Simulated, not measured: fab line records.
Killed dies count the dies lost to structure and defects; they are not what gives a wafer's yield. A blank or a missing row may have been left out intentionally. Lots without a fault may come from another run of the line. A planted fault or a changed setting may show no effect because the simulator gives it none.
Struck lot and sound lot, side by side -- flow sky130 -- 16 steps out of a route of 708
Sound: these wafers, L834.1, L834.3, L834.6. Struck: wafer L846.6 (L846.1, L846.4, from the same lot, were not struck and are left out); the cause is given at the end.
Per side, at each step with rows, come the tool, then ch with its chambers, and then its first start. Under that, the readings that differ: sound wafers -- struck wafers -- difference of the means -- sigmas: that difference in standard deviations of wafers without a fault.
alike: same words and numbers on both sides, and readings whose means sit less than 2 such deviations apart. not compared: any withheld reading, any reading some wafer has no value for, any bound like >300 that may hide the same value, and any number with overlapping values for which the record gives no deviation.
The two part at a step that has a row with sigmas, a row that says differs or no value, or rows on one side only. Non-overlapping numbers with no deviation appear without sigmas and do not part them. A reading that every wafer of one side lacks parts them only if that side has two wafers or more.

first, 7 steps without rows for these wafers: SKY_METAL4_HMDS_06 (prime time 60 s); SKY_METAL4_COAT_07 (resist thk 60 nm); SKY_METAL4_COAT_08 (resist thk 1140 nm); SKY_METAL4_SOFTBAKE_09 (time 90 s); SKY_METAL4_EXPOSE_10 (exposes mask MM4, target cd 300 nm); SKY_METAL4_PEB_11; SKY_METAL4_DEVELOP_12 (develop time 60 s).
SKY_METAL4_CD_MEAS_13: the cd target is 300 nm.
  sound: cd sem-02 at day 42 03:51; struck: cd sem-02 at day 45 08:03
  alike: cd nm
SKY_METAL4_OVL_MEAS_14:
  sound: overlay-01 at day 42 03:58; struck: overlay-02 at day 45 08:10
  alike: METAL4_OVL
SKY_METAL4_DESCUM_15: chemistry O2, time 8 s.
  sound on rie metal-01 ch 0, day 42 04:00; struck on rie metal-01 ch 0, day 45 08:12
  alike: drypump motor current A, oes product au
  not compared: rf hours counter h
SKY_METAL4_ETCH_16: etches BARC in N2/H2, stops on SiO2, time 88.2 s, target depth 60 nm.
  sound on rie metal-01 ch 0, day 42 04:04; struck on rie metal-01 ch 0, day 45 08:14
  alike: drypump motor current A, oes product au, throttle valve pct
  not compared: rf hours counter h
SKY_METAL4_ETCH_17: etches SiO2 in C4F8/O2/Ar, stops on TiN, time 3.9 s, target depth 15 nm.
  sound on rie diel-02 ch 0,2, day 42 04:16; struck on rie diel-02 ch 3, day 45 08:20
  alike: oes product au
  not compared: rf hours counter h
SKY_METAL4_METAL_ETCH_18: etches the open film in Cl2/BCl3, stops on SiO2, target depth 845 nm, time 183.1 s.
  sound on rie metal-04 ch 0,1, day 42 04:17; struck on rie metal-04 ch 0, day 45 08:21
reading,sound,struck,difference,sigmas
model.KrF-thick_of_METAL4_COAT_08.thk nm (nm),500.8 521.7 521.4,604.4,+89.8,
model.SiO2_of_VIA3_HDPCVD_00.thk nm (nm),436.7 434.1 436.4,437.7,+2.0,
  alike: drypump motor current A, oes product au, throttle valve pct
  not compared: rf hours counter h, model.METAL4.cd nm
SKY_METAL4_STRIP_19: strips in O2/N2.
  sound on plasma asher-02 ch 0,1, day 42 04:28; struck on plasma asher-03 ch 0, day 45 08:32
reading,sound,struck,difference,sigmas
oes product au (a.u.),0.496 0.492 0.496,0.540,+0.045,+7
strip time to endpoint s (s),6.27 6.49 6.48,7.29,+0.88,+7
  alike: drypump motor current A
  not compared: rf hours counter h
then, 1 step without rows for these wafers: SKY_METAL4_STRIP_20 (strips in post etch residue remover, time 1200 s).
-- the record jumps here: 4 days lie between the struck wafers' starts before and after (it left off in module METAL4 and takes up again in module PAD_OPEN, whose first step shown is number 708 of the route) --
SKY_PAD_OPEN_PROBE_99:
  sound: prober-01 at day 46 05:09; struck: prober-01 at day 49 00:55
reading,sound,struck,difference,sigmas
sort_bin_6_memory (%),6.3 6.1 5.3,8.5,+2.6,+2
  alike: defect limited yield, killed_at_M0_to_M3, killed_at_M4_up, killed at contacts, killed at front end, killed at other, killed dies, killed open, killed short, sort_bin_3_pad_short, sort_bin_5_function, sort n pass, sort yield pct
  not compared: model.etest.met4.width nm

== WHERE THEY PART ==
Earliest at SKY_METAL4_STRIP_19; latest, in this record, at SKY_PAD_OPEN_PROBE_99.

WHY: what the simulator had put in
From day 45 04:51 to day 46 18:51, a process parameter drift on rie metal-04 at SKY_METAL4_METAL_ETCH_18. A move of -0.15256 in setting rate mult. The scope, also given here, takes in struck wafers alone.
